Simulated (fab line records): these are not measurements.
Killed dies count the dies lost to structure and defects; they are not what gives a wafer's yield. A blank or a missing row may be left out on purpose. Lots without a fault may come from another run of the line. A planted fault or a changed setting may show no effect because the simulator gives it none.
Which of the tools did it? | flow gf180mcu | 14 lots, 42 wafers sampled, at 3 steps of a route of 602

## WHAT THE GAUGES SHOWED, per wafer
GF_LVPWELL_OVL_MEAS_07.
lot  | measured    | on         | LVPWELL_OVL (nm)
L296 | day 3 23:21 | overlay-02 | -1.3 -2.0 -3.3
L297 | day 4 04:25 | overlay-02 | -3.4 -3.0 -2.4
L298 | day 4 10:30 | overlay-02 | -0.7 -2.8 -2.5
L299 | day 4 15:47 | overlay-02 | -2.8 -1.2 -0.3
L300 | day 4 21:04 | overlay-02 | 0.3 1.2 -0.7
L302 | day 5 07:22 | overlay-02 | -3.3 -1.3 -0.3
L308 | day 6 15:11 | overlay-02 | 2.4 2.4 2.1
L309 | day 6 22:29 | overlay-01 | -2.0 -3.2 -2.9
L312 | day 7 16:11 | overlay-02 | -1.3 1.0 -0.9
L313 | day 7 18:51 | overlay-02 | -0.7 -2.0 -1.5
L315 | day 8 07:38 | overlay-02 | -2.2 -0.8 -1.1
L317 | day 8 19:35 | overlay-01 | -4.4 -2.4 0.1
L318 | day 8 23:59 | overlay-01 | -1.7 -1.5 -2.4
L319 | day 9 06:08 | overlay-01 | -2.7 -3.1 -3.7

GF_PSD_OVL_MEAS_08.
lot  | measured     | on         | PSD_OVL (nm)
L296 | day 14 08:04 | overlay-01 | -1.3 -1.0 -2.2
L297 | day 14 15:04 | overlay-01 | 2.1 0.0 2.6
L298 | day 15 01:15 | overlay-01 | 2.8 3.2 1.6
L299 | day 15 06:16 | overlay-02 | 1.7 1.1 0.5
L300 | day 15 18:55 | overlay-02 | 3.2 0.7 -0.4
L302 | day 16 09:07 | overlay-02 | 2.8 0.6 0.4
L308 | day 18 12:18 | overlay-01 | 1.1 0.7 0.8
L309 | day 18 22:34 | overlay-02 | -1.2 0.0 -0.1
L312 | day 20 03:22 | overlay-01 | 1.4 0.9 -0.4
L313 | day 20 07:16 | overlay-02 | 1.4 -0.2 1.4
L315 | day 20 21:30 | overlay-02 | 0.0 -2.7 -1.2
L317 | day 21 17:33 | overlay-02 | 0.6 2.0 1.5
L318 | day 21 19:03 | overlay-02 | -0.5 -1.2 1.0
L319 | day 22 06:10 | overlay-02 | 1.7 2.4 0.3

## TOOL THAT RAN EACH LOT (tool first, then ch and the chambers of the sampled wafers, then the start)
lot  | GF_VT_IMPLANT_WET_ETCH_50
L296 | wet bench-01 ch 0, day 7 16:49
L297 | wet bench-02 ch 2, day 7 22:01
L298 | wet bench-02 ch 3, day 8 04:49
L299 | wet bench-02 ch 2, day 8 11:07
L300 | wet bench-03 ch 0, day 8 19:28
L302 | wet bench-03 ch 3, day 9 06:46
L308 | wet bench-03 ch 3, day 10 23:04
L309 | wet bench-03 ch 3, day 11 06:04
L312 | wet bench-01 ch 0, day 12 06:52
L313 | wet bench-01 ch 2, day 12 07:06
L315 | wet bench-01 ch 0, day 12 21:21
L317 | wet bench-01 ch 2, day 13 13:18
L318 | wet bench-03 ch 3, day 13 17:43
L319 | wet bench-02 ch 3, day 14 02:00
- GF_VT_IMPLANT_WET_ETCH_50: etches SiO2 in dHF, target depth 20 nm, time 400 s.

## AS READ BY THE TOOLS THEMSELVES (means over the sampled wafers that have a number; for cases with no such wafer, the mark the record gives instead)
GF_VT_IMPLANT_WET_ETCH_50.
lot  | tool         | run length s (s)
L296 | wet bench-01 | 434
L297 | wet bench-02 | 425
L298 | wet bench-02 | 424
L299 | wet bench-02 | 431
L300 | wet bench-03 | 433
L302 | wet bench-03 | 423
L308 | wet bench-03 | 327
L309 | wet bench-03 | 334
L312 | wet bench-01 | 433
L313 | wet bench-01 | 433
L315 | wet bench-01 | 426
L317 | wet bench-01 | 426
L318 | wet bench-03 | 425
L319 | wet bench-02 | 425

## THE ANSWER, worked out from the rows above alone
Rule: the lots themselves supply what counts as usual. The widest of any qualifying gaps counts: lots, ordered by their means at a reading, are off when they make up no more than a third of the lots, leave a main group of 4 or more, and stand apart from it by 3 or more times the standard deviation of that group's means. The tables above print the reading to a certain number of digits; a main group whose means all agree to those digits is not used. A lot without any number at a reading at which 4 lots or more have one is off too. The other lots that the step has rows for count as sound. First the gauges in route order, then the tools' own readings, where a lot's mean is used as printed above. At the first step where some lot is off, the reading lying furthest off is the one used; lots without a number count as furthest.
Off: L308, L309, at GF_VT_IMPLANT_WET_ETCH_50 (run length s). The main group: mean 428 s, standard deviation 4.
A tool fits if, at that step or a process step before it, it ran every lot that is off, and no sound lot after the first of them. Not one of the candidates tried fits.

## WHAT WAS PUT IN BY THE SIMULATOR
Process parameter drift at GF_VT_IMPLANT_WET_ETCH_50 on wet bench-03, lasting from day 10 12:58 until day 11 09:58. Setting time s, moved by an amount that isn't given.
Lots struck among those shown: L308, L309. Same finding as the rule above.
